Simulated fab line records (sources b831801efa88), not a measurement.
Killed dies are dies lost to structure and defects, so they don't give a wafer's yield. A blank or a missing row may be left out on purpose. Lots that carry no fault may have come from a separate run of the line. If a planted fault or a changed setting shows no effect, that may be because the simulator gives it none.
fab line records / flow gf180mcu
[record] lots = 14 wafers = 42 last_day = 34
route steps=602 shown CONTACT@288 M1@318
lots untouched by any fault: they come from a run of this same line in which no faults occurred
start_h: hours from the record's opening day to when the first of the lot's shown wafers began / wait_h: hours elapsed since this lot's preceding step / " unchanged from the row above / L1.1+2: a single row standing in for several wafers / - value missing, or start not given / * or withheld: withheld / < > ~ a bound
route shown NAME@n: names a module that has steps shown in the file, with the first one's number in the route / usual: mean/standard deviation taken from wafers without a fault / same: alike in all rows / chamber/n: place in a boat / sites: the reading at each site / _std_site: their standard deviation / _edge_site: mean of outer sites minus mean of inner sites / radius_mm: how far each site lies from the wafer's centre / mask NAME#n: copy n / behind: the last tool/chamber to shape the wafer / hold: why the lot was held/for how many hours/how that ended / device: which transistor (n, p or np) failed to switch / end of line: the same wafers' tests at the end of the route / for a step that has no rows: nothing shown but its recipe / killed: at the first sort, the dies lost to defects and structure; wafer yield is something else / map: a wafer's dies, x killed, . not, _ none there
set.NAME: the setting the step ran with; set.NAME@STEP: the setting that earlier step ran with / model.NAME: the simulator's own value behind a step, which no gauge read
the route's steps for a sample of lots (tables are steps, rows are wafers)
services: when a tool's chamber went out of use (start_h, in hours from the record's first day, below 0 if earlier), for how many hours, and the reason
[[steps]]
[step GF_CONTACT_THK_MEAS_01]
[recipe] reads = SiO2_of_CONTACT_CVD_00
[usual] CONTACT_CVD_00_THK = 298.1/3
lot.wafer=L304.1 tool=film_metro-01 chamber=- start_h=353.57 wait_h=0.0 CONTACT_CVD_00_THK[nm]=298.5
lot.wafer=L304.4 tool=film_metro-01 chamber=- start_h=353.57 wait_h=0.0 CONTACT_CVD_00_THK[nm]=295.8
lot.wafer=L304.5 tool=film_metro-01 chamber=- start_h=353.57 wait_h=0.0 CONTACT_CVD_00_THK[nm]=295.8
lot.wafer=L306.2 tool=film_metro-01 chamber=- start_h=372.51 wait_h=0.1 CONTACT_CVD_00_THK[nm]=297.9
lot.wafer=L306.3 tool=film_metro-01 chamber=- start_h=372.51 wait_h=0.1 CONTACT_CVD_00_THK[nm]=298.1
lot.wafer=L306.5 tool=film_metro-01 chamber=- start_h=372.51 wait_h=0.1 CONTACT_CVD_00_THK[nm]=295.4
lot.wafer=L307.3 tool=film_metro-03 chamber=- start_h=387.64 wait_h=0.0 CONTACT_CVD_00_THK[nm]=298.4
lot.wafer=L307.4 tool=film_metro-03 chamber=- start_h=387.64 wait_h=0.0 CONTACT_CVD_00_THK[nm]=300.9
lot.wafer=L307.6 tool=film_metro-03 chamber=- start_h=387.64 wait_h=0.0 CONTACT_CVD_00_THK[nm]=298.3
lot.wafer=L308.4 tool=film_metro-01 chamber=- start_h=394.15 wait_h=0.0 CONTACT_CVD_00_THK[nm]=296.7
lot.wafer=L308.5 tool=film_metro-01 chamber=- start_h=394.15 wait_h=0.0 CONTACT_CVD_00_THK[nm]=295.5
lot.wafer=L308.6 tool=film_metro-01 chamber=- start_h=394.15 wait_h=0.0 CONTACT_CVD_00_THK[nm]=298.1
lot.wafer=L309.2 tool=film_metro-01 chamber=- start_h=405.23 wait_h=0.0 CONTACT_CVD_00_THK[nm]=296.1
lot.wafer=L309.4 tool=film_metro-01 chamber=- start_h=405.23 wait_h=0.0 CONTACT_CVD_00_THK[nm]=295.8
lot.wafer=L309.5 tool=film_metro-01 chamber=- start_h=405.23 wait_h=0.0 CONTACT_CVD_00_THK[nm]=296.2
lot.wafer=L314.4 tool=film_metro-03 chamber=- start_h=461.16 wait_h=0.0 CONTACT_CVD_00_THK[nm]=305.0
lot.wafer=L314.5 tool=film_metro-03 chamber=- start_h=461.16 wait_h=0.0 CONTACT_CVD_00_THK[nm]=298.6
lot.wafer=L314.6 tool=film_metro-03 chamber=- start_h=461.16 wait_h=0.0 CONTACT_CVD_00_THK[nm]=299.0
lot.wafer=L316.2 tool=film_metro-01 chamber=- start_h=469.39 wait_h=0.0 CONTACT_CVD_00_THK[nm]=296.8
lot.wafer=L316.3 tool=film_metro-01 chamber=- start_h=469.39 wait_h=0.0 CONTACT_CVD_00_THK[nm]=299.8
lot.wafer=L316.5 tool=film_metro-01 chamber=- start_h=469.39 wait_h=0.0 CONTACT_CVD_00_THK[nm]=298.1
lot.wafer=L317.1 tool=film_metro-03 chamber=- start_h=479.88 wait_h=0.0 CONTACT_CVD_00_THK[nm]=301.8
lot.wafer=L317.2 tool=film_metro-03 chamber=- start_h=479.88 wait_h=0.0 CONTACT_CVD_00_THK[nm]=299.5
lot.wafer=L317.3 tool=film_metro-03 chamber=- start_h=479.88 wait_h=0.0 CONTACT_CVD_00_THK[nm]=298.2
lot.wafer=L319.3 tool=film_metro-01 chamber=- start_h=496.15 wait_h=0.0 CONTACT_CVD_00_THK[nm]=297.0
lot.wafer=L319.4 tool=film_metro-01 chamber=- start_h=496.15 wait_h=0.0 CONTACT_CVD_00_THK[nm]=294.8
lot.wafer=L319.6 tool=film_metro-01 chamber=- start_h=496.15 wait_h=0.0 CONTACT_CVD_00_THK[nm]=300.0
lot.wafer=L320.1 tool=film_metro-01 chamber=- start_h=500.43 wait_h=0.0 CONTACT_CVD_00_THK[nm]=302.3
lot.wafer=L320.4 tool=film_metro-01 chamber=- start_h=500.43 wait_h=0.0 CONTACT_CVD_00_THK[nm]=301.1
lot.wafer=L320.6 tool=film_metro-01 chamber=- start_h=500.43 wait_h=0.0 CONTACT_CVD_00_THK[nm]=299.6
lot.wafer=L321.3 tool=film_metro-04 chamber=- start_h=501.32 wait_h=0.0 CONTACT_CVD_00_THK[nm]=298.0
lot.wafer=L321.4 tool=film_metro-04 chamber=- start_h=501.32 wait_h=0.0 CONTACT_CVD_00_THK[nm]=295.4
lot.wafer=L321.6 tool=film_metro-04 chamber=- start_h=501.32 wait_h=0.0 CONTACT_CVD_00_THK[nm]=296.5
lot.wafer=L323.2 tool=film_metro-03 chamber=- start_h=515.19 wait_h=0.0 CONTACT_CVD_00_THK[nm]=295.7
lot.wafer=L323.5 tool=film_metro-03 chamber=- start_h=515.19 wait_h=0.0 CONTACT_CVD_00_THK[nm]=295.3
lot.wafer=L323.6 tool=film_metro-03 chamber=- start_h=515.19 wait_h=0.0 CONTACT_CVD_00_THK[nm]=298.4
lot.wafer=L324.3 tool=film_metro-04 chamber=- start_h=525.69 wait_h=0.0 CONTACT_CVD_00_THK[nm]=300.1
lot.wafer=L324.4 tool=film_metro-04 chamber=- start_h=525.69 wait_h=0.0 CONTACT_CVD_00_THK[nm]=301.9
lot.wafer=L324.6 tool=film_metro-04 chamber=- start_h=525.69 wait_h=0.0 CONTACT_CVD_00_THK[nm]=301.1
lot.wafer=L325.3 tool=film_metro-04 chamber=- start_h=531.26 wait_h=0.0 CONTACT_CVD_00_THK[nm]=300.6
lot.wafer=L325.4 tool=film_metro-04 chamber=- start_h=531.26 wait_h=0.0 CONTACT_CVD_00_THK[nm]=299.9
lot.wafer=L325.5 tool=film_metro-04 chamber=- start_h=531.26 wait_h=0.0 CONTACT_CVD_00_THK[nm]=296.9
[step GF_CONTACT_ETCH_17]
[recipe] chemistry = C4F8/O2/Ar mask_material = KrF target = SiO2 stop_on = CoSi2 source_w = 1500 bias_w = 1200 pressure_mtorr = 40 c4f8_flow_sccm = withheld O2_flow_sccm = 6 Ar_flow_sccm = 300 time_s = withheld target_depth_a = 8600
[usual] chamber_pressure_mTorr = 40.00/0.035 oes_product_au = 0.814/0.0048
lot.wafer=L304.1 tool=rie_diel-02 chamber=2 start_h=- wait_h=- chamber_pressure_mTorr=40.02 oes_product_au=0.816
lot.wafer=L304.4 tool=rie_diel-02 chamber=1 start_h=- wait_h=- chamber_pressure_mTorr=40.04 oes_product_au=0.813
lot.wafer=L304.5 tool=rie_diel-02 chamber=0 start_h=- wait_h=- chamber_pressure_mTorr=39.97 oes_product_au=0.817
lot.wafer=L306.2 tool=rie_diel-03 chamber=1 start_h=- wait_h=- chamber_pressure_mTorr=40.01 oes_product_au=0.804
lot.wafer=L306.3 tool=rie_diel-03 chamber=0 start_h=- wait_h=- chamber_pressure_mTorr=40.00 oes_product_au=0.806
lot.wafer=L306.5 tool=rie_diel-03 chamber=3 start_h=- wait_h=- chamber_pressure_mTorr=40.01 oes_product_au=0.818
lot.wafer=L307.3 tool=rie_diel-04 chamber=3 start_h=- wait_h=- chamber_pressure_mTorr=39.96 oes_product_au=0.815
lot.wafer=L307.4 tool=rie_diel-04 chamber=0 start_h=- wait_h=- chamber_pressure_mTorr=39.98 oes_product_au=0.813
lot.wafer=L307.6 tool=rie_diel-04 chamber=0 start_h=- wait_h=- chamber_pressure_mTorr=39.94 oes_product_au=0.812
lot.wafer=L308.4 tool=rie_diel-03 chamber=1 start_h=- wait_h=- chamber_pressure_mTorr=40.01 oes_product_au=0.811
lot.wafer=L308.5 tool=rie_diel-03 chamber=3 start_h=- wait_h=- chamber_pressure_mTorr=39.99 oes_product_au=0.806
lot.wafer=L308.6 tool=rie_diel-03 chamber=2 start_h=- wait_h=- chamber_pressure_mTorr=39.99 oes_product_au=0.809
lot.wafer=L309.2 tool=rie_diel-03 chamber=3 start_h=- wait_h=- chamber_pressure_mTorr=39.98 oes_product_au=0.811
lot.wafer=L309.4 tool=rie_diel-03 chamber=2 start_h=- wait_h=- chamber_pressure_mTorr=39.98 oes_product_au=0.812
lot.wafer=L309.5 tool=rie_diel-03 chamber=3 start_h=- wait_h=- chamber_pressure_mTorr=39.92 oes_product_au=0.813
lot.wafer=L314.4 tool=rie_diel-02 chamber=2 start_h=- wait_h=- chamber_pressure_mTorr=40.01 oes_product_au=0.824
lot.wafer=L314.5 tool=rie_diel-02 chamber=1 start_h=- wait_h=- chamber_pressure_mTorr=40.04 oes_product_au=0.822
lot.wafer=L314.6 tool=rie_diel-02 chamber=0 start_h=- wait_h=- chamber_pressure_mTorr=40.03 oes_product_au=0.816
lot.wafer=L316.2 tool=rie_diel-02 chamber=3 start_h=- wait_h=- chamber_pressure_mTorr=39.96 oes_product_au=0.815
lot.wafer=L316.3 tool=rie_diel-02 chamber=2 start_h=- wait_h=- chamber_pressure_mTorr=39.94 oes_product_au=0.816
lot.wafer=L316.5 tool=rie_diel-02 chamber=1 start_h=- wait_h=- chamber_pressure_mTorr=39.99 oes_product_au=0.810
lot.wafer=L317.1 tool=rie_diel-02 chamber=2 start_h=- wait_h=- chamber_pressure_mTorr=39.95 oes_product_au=0.820
lot.wafer=L317.2 tool=rie_diel-02 chamber=3 start_h=- wait_h=- chamber_pressure_mTorr=39.95 oes_product_au=0.819
lot.wafer=L317.3 tool=rie_diel-02 chamber=1 start_h=- wait_h=- chamber_pressure_mTorr=40.05 oes_product_au=0.811
lot.wafer=L319.3 tool=rie_diel-02 chamber=2 start_h=- wait_h=- chamber_pressure_mTorr=39.96 oes_product_au=0.808
lot.wafer=L319.4 tool=rie_diel-02 chamber=3 start_h=- wait_h=- chamber_pressure_mTorr=39.94 oes_product_au=0.810
lot.wafer=L319.6 tool=rie_diel-02 chamber=3 start_h=- wait_h=- chamber_pressure_mTorr=40.06 oes_product_au=0.812
lot.wafer=L320.1 tool=rie_diel-02 chamber=0 start_h=- wait_h=- chamber_pressure_mTorr=39.94 oes_product_au=0.815
lot.wafer=L320.4 tool=rie_diel-02 chamber=3 start_h=- wait_h=- chamber_pressure_mTorr=40.10 oes_product_au=0.813
lot.wafer=L320.6 tool=rie_diel-02 chamber=1 start_h=- wait_h=- chamber_pressure_mTorr=40.02 oes_product_au=0.812
lot.wafer=L321.3 tool=rie_diel-03 chamber=1 start_h=- wait_h=- chamber_pressure_mTorr=39.99 oes_product_au=0.816
lot.wafer=L321.4 tool=rie_diel-03 chamber=3 start_h=- wait_h=- chamber_pressure_mTorr=40.05 oes_product_au=0.812
lot.wafer=L321.6 tool=rie_diel-03 chamber=2 start_h=- wait_h=- chamber_pressure_mTorr=40.05 oes_product_au=0.815
lot.wafer=L323.2 tool=rie_diel-04 chamber=0 start_h=- wait_h=- chamber_pressure_mTorr=40.01 oes_product_au=0.815
lot.wafer=L323.5 tool=rie_diel-04 chamber=2 start_h=- wait_h=- chamber_pressure_mTorr=40.03 oes_product_au=0.811
lot.wafer=L323.6 tool=rie_diel-04 chamber=0 start_h=- wait_h=- chamber_pressure_mTorr=40.06 oes_product_au=0.814
lot.wafer=L324.3 tool=rie_diel-03 chamber=3 start_h=- wait_h=- chamber_pressure_mTorr=39.99 oes_product_au=0.816
lot.wafer=L324.4 tool=rie_diel-03 chamber=1 start_h=- wait_h=- chamber_pressure_mTorr=39.97 oes_product_au=0.812
lot.wafer=L324.6 tool=rie_diel-03 chamber=3 start_h=- wait_h=- chamber_pressure_mTorr=40.03 oes_product_au=0.817
lot.wafer=L325.3 tool=rie_diel-02 chamber=1 start_h=- wait_h=- chamber_pressure_mTorr=39.99 oes_product_au=0.818
lot.wafer=L325.4 tool=rie_diel-02 chamber=0 start_h=- wait_h=- chamber_pressure_mTorr=40.02 oes_product_au=0.813
lot.wafer=L325.5 tool=rie_diel-02 chamber=2 start_h=- wait_h=- chamber_pressure_mTorr=40.02 oes_product_au=0.815
[step GF_CONTACT_CVD_24]
[recipe] material = W target_thk_nm = 300 time_s = 90.339 temp_c = 400 pressure_torr = 40
[usual] heater_power_w = 845/47
lot.wafer=L304.1 tool=cvd_w-01 chamber=0 start_h=377.10 wait_h=0.0 heater_power_w=899
lot.wafer=L304.4 tool=cvd_w-01 chamber=0 start_h=377.10 wait_h=0.0 heater_power_w=896
lot.wafer=L304.5 tool=cvd_w-01 chamber=0 start_h=377.10 wait_h=0.0 heater_power_w=921
lot.wafer=L306.2 tool=cvd_w-02 chamber=0 start_h=396.55 wait_h=0.0 heater_power_w=763
lot.wafer=L306.3 tool=cvd_w-02 chamber=1 start_h=396.55 wait_h=0.0 heater_power_w=866
lot.wafer=L306.5 tool=cvd_w-02 chamber=0 start_h=396.55 wait_h=0.0 heater_power_w=795
lot.wafer=L307.3 tool=cvd_w-01 chamber=0 start_h=412.15 wait_h=0.1 heater_power_w=887
lot.wafer=L307.4 tool=cvd_w-01 chamber=1 start_h=412.15 wait_h=0.1 heater_power_w=882
lot.wafer=L307.6 tool=cvd_w-01 chamber=1 start_h=412.15 wait_h=0.1 heater_power_w=881
lot.wafer=L308.4 tool=cvd_w-01 chamber=0 start_h=419.00 wait_h=0.0 heater_power_w=872
lot.wafer=L308.5 tool=cvd_w-01 chamber=1 start_h=419.00 wait_h=0.0 heater_power_w=847
lot.wafer=L308.6 tool=cvd_w-01 chamber=0 start_h=419.00 wait_h=0.0 heater_power_w=893
lot.wafer=L309.2 tool=cvd_w-02 chamber=1 start_h=430.97 wait_h=0.0 heater_power_w=887
lot.wafer=L309.4 tool=cvd_w-02 chamber=0 start_h=430.97 wait_h=0.0 heater_power_w=774
lot.wafer=L309.5 tool=cvd_w-02 chamber=1 start_h=430.97 wait_h=0.0 heater_power_w=874
lot.wafer=L314.4 tool=cvd_w-02 chamber=0 start_h=486.61 wait_h=0.1 heater_power_w=778
lot.wafer=L314.5 tool=cvd_w-02 chamber=1 start_h=486.61 wait_h=0.1 heater_power_w=872
lot.wafer=L314.6 tool=cvd_w-02 chamber=0 start_h=486.61 wait_h=0.1 heater_power_w=788
lot.wafer=L316.2 tool=cvd_w-01 chamber=1 start_h=494.02 wait_h=0.0 heater_power_w=864
lot.wafer=L316.3 tool=cvd_w-01 chamber=0 start_h=494.02 wait_h=0.0 heater_power_w=900
lot.wafer=L316.5 tool=cvd_w-01 chamber=1 start_h=494.02 wait_h=0.0 heater_power_w=847
lot.wafer=L317.1 tool=cvd_w-01 chamber=1 start_h=504.45 wait_h=0.0 heater_power_w=875
lot.wafer=L317.2 tool=cvd_w-01 chamber=0 start_h=504.45 wait_h=0.0 heater_power_w=877
lot.wafer=L317.3 tool=cvd_w-01 chamber=0 start_h=504.45 wait_h=0.0 heater_power_w=906
lot.wafer=L319.3 tool=cvd_w-01 chamber=0 start_h=520.34 wait_h=0.1 heater_power_w=894
lot.wafer=L319.4 tool=cvd_w-01 chamber=1 start_h=520.34 wait_h=0.1 heater_power_w=875
lot.wafer=L319.6 tool=cvd_w-01 chamber=1 start_h=520.34 wait_h=0.1 heater_power_w=855
lot.wafer=L320.1 tool=cvd_w-01 chamber=1 start_h=525.00 wait_h=0.0 heater_power_w=857
lot.wafer=L320.4 tool=cvd_w-01 chamber=1 start_h=525.00 wait_h=0.0 heater_power_w=873
lot.wafer=L320.6 tool=cvd_w-01 chamber=0 start_h=525.00 wait_h=0.0 heater_power_w=905
lot.wafer=L321.3 tool=cvd_w-01 chamber=1 start_h=525.44 wait_h=0.1 heater_power_w=856
lot.wafer=L321.4 tool=cvd_w-01 chamber=0 start_h=525.44 wait_h=0.1 heater_power_w=853
lot.wafer=L321.6 tool=cvd_w-01 chamber=0 start_h=525.44 wait_h=0.1 heater_power_w=876
lot.wafer=L323.2 tool=cvd_w-02 chamber=0 start_h=539.12 wait_h=0.0 heater_power_w=776
lot.wafer=L323.5 tool=cvd_w-02 chamber=1 start_h=539.12 wait_h=0.0 heater_power_w=870
lot.wafer=L323.6 tool=cvd_w-02 chamber=0 start_h=539.12 wait_h=0.0 heater_power_w=783
lot.wafer=L324.3 tool=cvd_w-01 chamber=1 start_h=549.66 wait_h=0.1 heater_power_w=839
lot.wafer=L324.4 tool=cvd_w-01 chamber=0 start_h=549.66 wait_h=0.1 heater_power_w=885
lot.wafer=L324.6 tool=cvd_w-01 chamber=0 start_h=549.66 wait_h=0.1 heater_power_w=900
lot.wafer=L325.3 tool=cvd_w-02 chamber=0 start_h=555.25 wait_h=0.1 heater_power_w=755
lot.wafer=L325.4 tool=cvd_w-02 chamber=1 start_h=555.25 wait_h=0.1 heater_power_w=850
lot.wafer=L325.5 tool=cvd_w-02 chamber=1 start_h=555.25 wait_h=0.1 heater_power_w=866
[step GF_M1_SPUTTER_03]
[recipe] material = Ti target_thk_nm = 10 substrate_temp_c = 300 chamber_pressure_pa = 0.3 power_w = 3000 time_s = 6.7
[usual] cathode_dc_power_W = 3000.0/0.52 chamber_pressure_pa = 0.3000/0.00057 throttle_valve_pct = 30.2/1.2
lot.wafer=L304.1 tool=pvd_sputter-02 chamber=- start_h=377.85 wait_h=0.0 cathode_dc_power_W=3000.1 chamber_pressure_pa=0.2995 throttle_valve_pct=29.6
lot.wafer=L304.4 tool=pvd_sputter-02 chamber=- start_h=377.85 wait_h=0.0 cathode_dc_power_W=2999.8 chamber_pressure_pa=0.3005 throttle_valve_pct=31.7
lot.wafer=L304.5 tool=pvd_sputter-02 chamber=- start_h=377.85 wait_h=0.0 cathode_dc_power_W=3000.8 chamber_pressure_pa=0.2996 throttle_valve_pct=29.5
lot.wafer=L306.2 tool=pvd_sputter-04 chamber=- start_h=397.29 wait_h=0.0 cathode_dc_power_W=3000.2 chamber_pressure_pa=0.3009 throttle_valve_pct=29.4
lot.wafer=L306.3 tool=pvd_sputter-04 chamber=- start_h=397.29 wait_h=0.0 cathode_dc_power_W=3000.9 chamber_pressure_pa=0.2983 throttle_valve_pct=31.9
lot.wafer=L306.5 tool=pvd_sputter-04 chamber=- start_h=397.29 wait_h=0.0 cathode_dc_power_W=3001.1 chamber_pressure_pa=0.3004 throttle_valve_pct=29.3
lot.wafer=L307.3 tool=pvd_sputter-02 chamber=- start_h=412.85 wait_h=0.0 cathode_dc_power_W=3000.5 chamber_pressure_pa=0.2995 throttle_valve_pct=31.6
lot.wafer=L307.4 tool=pvd_sputter-02 chamber=- start_h=412.85 wait_h=0.0 cathode_dc_power_W=2999.9 chamber_pressure_pa=0.3009 throttle_valve_pct=29.7
lot.wafer=L307.6 tool=pvd_sputter-02 chamber=- start_h=412.85 wait_h=0.0 cathode_dc_power_W=3000.6 chamber_pressure_pa=0.2991 throttle_valve_pct=31.6
lot.wafer=L308.4 tool=pvd_sputter-01 chamber=- start_h=419.70 wait_h=0.0 cathode_dc_power_W=- chamber_pressure_pa=- throttle_valve_pct=-
lot.wafer=L308.5 tool=pvd_sputter-01 chamber=- start_h=419.70 wait_h=0.0 cathode_dc_power_W=- chamber_pressure_pa=- throttle_valve_pct=-
lot.wafer=L308.6 tool=pvd_sputter-01 chamber=- start_h=419.70 wait_h=0.0 cathode_dc_power_W=- chamber_pressure_pa=- throttle_valve_pct=-
lot.wafer=L309.2 tool=pvd_sputter-02 chamber=- start_h=431.71 wait_h=0.0 cathode_dc_power_W=- chamber_pressure_pa=- throttle_valve_pct=-
lot.wafer=L309.4 tool=pvd_sputter-02 chamber=- start_h=431.71 wait_h=0.0 cathode_dc_power_W=- chamber_pressure_pa=- throttle_valve_pct=-
lot.wafer=L309.5 tool=pvd_sputter-02 chamber=- start_h=431.71 wait_h=0.0 cathode_dc_power_W=- chamber_pressure_pa=- throttle_valve_pct=-
lot.wafer=L314.4 tool=pvd_sputter-02 chamber=- start_h=487.32 wait_h=0.0 cathode_dc_power_W=2999.9 chamber_pressure_pa=0.3004 throttle_valve_pct=31.4
lot.wafer=L314.5 tool=pvd_sputter-02 chamber=- start_h=487.32 wait_h=0.0 cathode_dc_power_W=3000.2 chamber_pressure_pa=0.3002 throttle_valve_pct=31.5
lot.wafer=L314.6 tool=pvd_sputter-02 chamber=- start_h=487.32 wait_h=0.0 cathode_dc_power_W=2999.2 chamber_pressure_pa=0.2998 throttle_valve_pct=28.3
lot.wafer=L316.2 tool=pvd_sputter-01 chamber=- start_h=494.76 wait_h=0.0 cathode_dc_power_W=3000.6 chamber_pressure_pa=0.3011 throttle_valve_pct=28.7
lot.wafer=L316.3 tool=pvd_sputter-01 chamber=- start_h=494.76 wait_h=0.0 cathode_dc_power_W=2999.8 chamber_pressure_pa=0.3008 throttle_valve_pct=29.4
lot.wafer=L316.5 tool=pvd_sputter-01 chamber=- start_h=494.76 wait_h=0.0 cathode_dc_power_W=3000.0 chamber_pressure_pa=0.3004 throttle_valve_pct=28.9
lot.wafer=L317.1 tool=pvd_sputter-02 chamber=- start_h=505.19 wait_h=0.0 cathode_dc_power_W=2999.6 chamber_pressure_pa=0.2995 throttle_valve_pct=29.9
lot.wafer=L317.2 tool=pvd_sputter-02 chamber=- start_h=505.19 wait_h=0.0 cathode_dc_power_W=2998.2 chamber_pressure_pa=0.3003 throttle_valve_pct=28.3
lot.wafer=L317.3 tool=pvd_sputter-02 chamber=- start_h=505.19 wait_h=0.0 cathode_dc_power_W=2999.5 chamber_pressure_pa=0.3002 throttle_valve_pct=31.6
lot.wafer=L319.3 tool=pvd_sputter-02 chamber=- start_h=521.04 wait_h=0.0 cathode_dc_power_W=3000.3 chamber_pressure_pa=0.3000 throttle_valve_pct=31.6
lot.wafer=L319.4 tool=pvd_sputter-02 chamber=- start_h=521.04 wait_h=0.0 cathode_dc_power_W=3000.1 chamber_pressure_pa=0.2992 throttle_valve_pct=28.3
lot.wafer=L319.6 tool=pvd_sputter-02 chamber=- start_h=521.04 wait_h=0.0 cathode_dc_power_W=3000.0 chamber_pressure_pa=0.2995 throttle_valve_pct=31.7
lot.wafer=L320.1 tool=pvd_sputter-01 chamber=- start_h=525.74 wait_h=0.0 cathode_dc_power_W=2999.2 chamber_pressure_pa=0.2995 throttle_valve_pct=29.2
lot.wafer=L320.4 tool=pvd_sputter-01 chamber=- start_h=525.74 wait_h=0.0 cathode_dc_power_W=3000.1 chamber_pressure_pa=0.2993 throttle_valve_pct=32.2
lot.wafer=L320.6 tool=pvd_sputter-01 chamber=- start_h=525.74 wait_h=0.0 cathode_dc_power_W=3000.7 chamber_pressure_pa=0.2996 throttle_valve_pct=32.3
lot.wafer=L321.3 tool=pvd_sputter-04 chamber=- start_h=526.14 wait_h=0.0 cathode_dc_power_W=2999.9 chamber_pressure_pa=0.3010 throttle_valve_pct=29.0
lot.wafer=L321.4 tool=pvd_sputter-04 chamber=- start_h=526.14 wait_h=0.0 cathode_dc_power_W=3000.8 chamber_pressure_pa=0.3009 throttle_valve_pct=29.3
lot.wafer=L321.6 tool=pvd_sputter-04 chamber=- start_h=526.14 wait_h=0.0 cathode_dc_power_W=2999.4 chamber_pressure_pa=0.3009 throttle_valve_pct=29.4
lot.wafer=L323.2 tool=pvd_sputter-04 chamber=- start_h=539.86 wait_h=0.0 cathode_dc_power_W=3000.1 chamber_pressure_pa=0.3000 throttle_valve_pct=30.1
lot.wafer=L323.5 tool=pvd_sputter-04 chamber=- start_h=539.86 wait_h=0.0 cathode_dc_power_W=2999.0 chamber_pressure_pa=0.3005 throttle_valve_pct=31.7
lot.wafer=L323.6 tool=pvd_sputter-04 chamber=- start_h=539.86 wait_h=0.0 cathode_dc_power_W=2999.5 chamber_pressure_pa=0.2995 throttle_valve_pct=29.3
lot.wafer=L324.3 tool=pvd_sputter-02 chamber=- start_h=550.37 wait_h=0.0 cathode_dc_power_W=3000.6 chamber_pressure_pa=0.2996 throttle_valve_pct=28.5
lot.wafer=L324.4 tool=pvd_sputter-02 chamber=- start_h=550.37 wait_h=0.0 cathode_dc_power_W=2999.6 chamber_pressure_pa=0.2995 throttle_valve_pct=29.7
lot.wafer=L324.6 tool=pvd_sputter-02 chamber=- start_h=550.37 wait_h=0.0 cathode_dc_power_W=3000.0 chamber_pressure_pa=0.2991 throttle_valve_pct=31.3
lot.wafer=L325.3 tool=pvd_sputter-01 chamber=- start_h=556.04 wait_h=0.0 cathode_dc_power_W=2999.5 chamber_pressure_pa=0.3003 throttle_valve_pct=29.2
lot.wafer=L325.4 tool=pvd_sputter-01 chamber=- start_h=556.04 wait_h=0.0 cathode_dc_power_W=3000.5 chamber_pressure_pa=0.3006 throttle_valve_pct=29.7
lot.wafer=L325.5 tool=pvd_sputter-01 chamber=- start_h=556.04 wait_h=0.0 cathode_dc_power_W=2999.0 chamber_pressure_pa=0.3000 throttle_valve_pct=29.9
[[services]]
tool=rie_diel-02 chamber=3 start_h=353.21 hours=- kind=clean
tool=rie_diel-02 chamber=3 start_h=353.21 hours=22.7 kind=scheduled_down
tool=rie_diel-02 chamber=3 start_h=353.21 hours=22.7 kind=vent_cycle
tool=rie_diel-03 chamber=2 start_h=359.03 hours=8.7 kind=repair
tool=pvd_sputter-02 chamber=- start_h=361.34 hours=0.6 kind=repair
tool=rie_diel-03 chamber=3 start_h=384.03 hours=3.8 kind=repair
tool=cvd_w-01 chamber=- start_h=390.04 hours=14.0 kind=pm
tool=cvd_w-01 chamber=0 start_h=390.04 hours=14.0 kind=vent_cycle
tool=cvd_w-01 chamber=1 start_h=390.04 hours=14.0 kind=vent_cycle
tool=rie_diel-04 chamber=0 start_h=397.37 hours=6.1 kind=repair
tool=rie_diel-02 chamber=3 start_h=398.23 hours=12.8 kind=repair
tool=rie_diel-04 chamber=1 start_h=398.57 hours=5.8 kind=repair
tool=cvd_w-01 chamber=0 start_h=404.04 hours=- kind=clean
tool=cvd_w-01 chamber=1 start_h=404.04 hours=- kind=clean
tool=rie_diel-03 chamber=- start_h=451.23 hours=2.8 kind=pm
tool=cvd_w-02 chamber=- start_h=456.00 hours=1.0 kind=repair
tool=rie_diel-02 chamber=- start_h=522.64 hours=0.9 kind=repair
tool=cvd_w-02 chamber=- start_h=523.85 hours=2.9 kind=repair
tool=rie_diel-02 chamber=1 start_h=527.50 hours=- kind=clean
tool=rie_diel-02 chamber=1 start_h=527.50 hours=17.5 kind=scheduled_down
tool=rie_diel-04 chamber=1 start_h=536.84 hours=4.8 kind=repair
tool=rie_diel-04 chamber=1 start_h=549.27 hours=5.1 kind=repair
tool=rie_diel-04 chamber=3 start_h=552.65 hours=2.6 kind=repair
tool=cvd_w-01 chamber=0 start_h=555.33 hours=8.1 kind=repair
[[key]]
[first_sign] step = GF_M1_SPUTTER_03 reading = tool_record direction = missing
effect none on later readings
met_at GF_M1_SPUTTER_03
struck_lots L308,L309
later_rows_left_out L308.4,L308.5,L308.6,L309.2,L309.4,L309.5
sort_left_out L308.4,L308.5,L308.6,L309.2,L309.4,L309.5
tester_left_out L309
not_acting_at GF_CONTACT_THK_MEAS_01,GF_CONTACT_ETCH_17,GF_CONTACT_CVD_24
onset_between 412.85 419.70
[earlier_fault] kind = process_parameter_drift tool = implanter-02 chamber = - onset_h = 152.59 steps = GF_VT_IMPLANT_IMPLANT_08 channel = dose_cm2 offset = 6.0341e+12 shape = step end_h = 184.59 acts_in = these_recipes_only stated = 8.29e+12
[fault] kind = skipped_step_whole tool = pvd_sputter-01,pvd_sputter-02 chamber = - onset_h = 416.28 steps = GF_M1_SPUTTER_03 scope = struck_lots_only
// tester_left_out: of these lots the tester's yield and bins aren't shown, on N5 and GAA mostly nor the transistor test; their killed dies are dies lost to structure and defects alone, not to doping, threshold or leakage, so they don't give the yield
// sort_left_out: the simulated sort isn't trusted on such a fault, so these wafers' sort isn't shown, and their yield isn't known
// later_rows_left_out: the simulator's readings of these wafers behind a module that went badly wrong aren't trusted and aren't shown, but for the sort
